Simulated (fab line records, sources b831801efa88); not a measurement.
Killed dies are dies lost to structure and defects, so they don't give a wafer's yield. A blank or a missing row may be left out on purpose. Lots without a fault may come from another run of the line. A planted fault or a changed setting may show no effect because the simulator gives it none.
Problem report in the 8D (eight disciplines) form, filled by code | flow gf180mcu | the parts of the form that need people (team, actions taken, sign-off) are left out

1. THE PROBLEM
cd_nm at GF_TOP_METAL_CD_MEAS_14 reads a mean of 315.6 nm on 2 wafers of 2 lots; wafers without a fault read 440.8 nm with a standard deviation of 2.3. That is -54 standard deviations from the usual mean.
The step: target cd 440 nm.
First seen on wafer L543.4, day 30 11:41, on cd_sem-01. The record holds 42 wafers of 14 lots with a number at this step. Rule for "out", or "out of limits": more than 4 standard deviations from the usual mean. The other wafers with a number count as sound.

2. WHAT IT IS AND WHAT IT IS NOT
question                    | is                | is not
which readings at this step | cd_nm             | -
which lots                  | L543, L545        | L536, L537, L538, L539, L540, L541, L548, L551, L553, L555, L557, L558
which wafers of those lots  | L543.4, L545.1    | L543.2, L543.3, L545.2, L545.6
read on which gauges        | cd_sem-01         | cd_sem-02
when                        | from day 30 11:41 | up to then (20 sound wafers); but 20 sound wafers of L545, L548, L551, L553, L555, L557, L558 came after

3. SUSPECTS, AND WHAT RULES EACH OUT
Counting: a tool at a process step up to the reading stays a suspect if it ran every lot that is out. Sound lots after the first of them don't rule it out here, since some wafers of a struck lot are sound.
- the gauge at GF_TOP_METAL_CD_MEAS_14: kept. All the wafers that are out were read on cd_sem-01, and no step on other tools shows them out.
- pvd_sputter-04 at GF_TOP_METAL_SPUTTER_00 (material Ti, target thk 37.5 nm, time 150 s): kept. It ran every lot that is out, first L543 (day 29 16:48); its last sound lot up to then is L539 (day 28 10:13).
- iline_stepper-02 at GF_TOP_METAL_EXPOSE_11 (exposes mask MetalTop, target cd 440 nm): kept. It ran every lot that is out, first L543 (day 30 03:04); its last sound lot up to then is L541 (day 29 17:01).
Left after counting: pvd_sputter-04 at GF_TOP_METAL_SPUTTER_00, iline_stepper-02 at GF_TOP_METAL_EXPOSE_11, cd_sem-01 at GF_TOP_METAL_CD_MEAS_14.

4. THE CAUSE (what the simulator had put in)
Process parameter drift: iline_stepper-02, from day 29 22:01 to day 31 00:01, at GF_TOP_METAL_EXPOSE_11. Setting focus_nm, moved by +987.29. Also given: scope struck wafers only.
Counting left 3 suspects, and this tool is among them.

5. THE CHAIN OF EFFECTS, in route order
Each row: a reading whose mean over the struck wafers that have a number lies more than 3 standard deviations from the usual. Only readings for which the record gives a usual standard deviation are gone through. hours: the time from each lot's start at the first step in this table that gives one to its start at this step, as a median over the lots. sigmas: the change in usual standard deviations.
hours | step                    | reading | usual    | on struck wafers | change | sigmas
0     | GF_TOP_METAL_CD_MEAS_14 | cd_nm   | 440.8 nm | 315.6            | -125.2 | -54

6. WHAT WOULD HAVE CAUGHT IT SOONER
In this record the first reading out of limits at a measuring or inspecting step was taken at day 30 11:41, 14 hours after the fault began at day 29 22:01.
Of the lots that are out (2), L545 began GF_TOP_METAL_EXPOSE_11 on iline_stepper-02 after day 30 11:41. A hold on the tool at that time would have spared it.
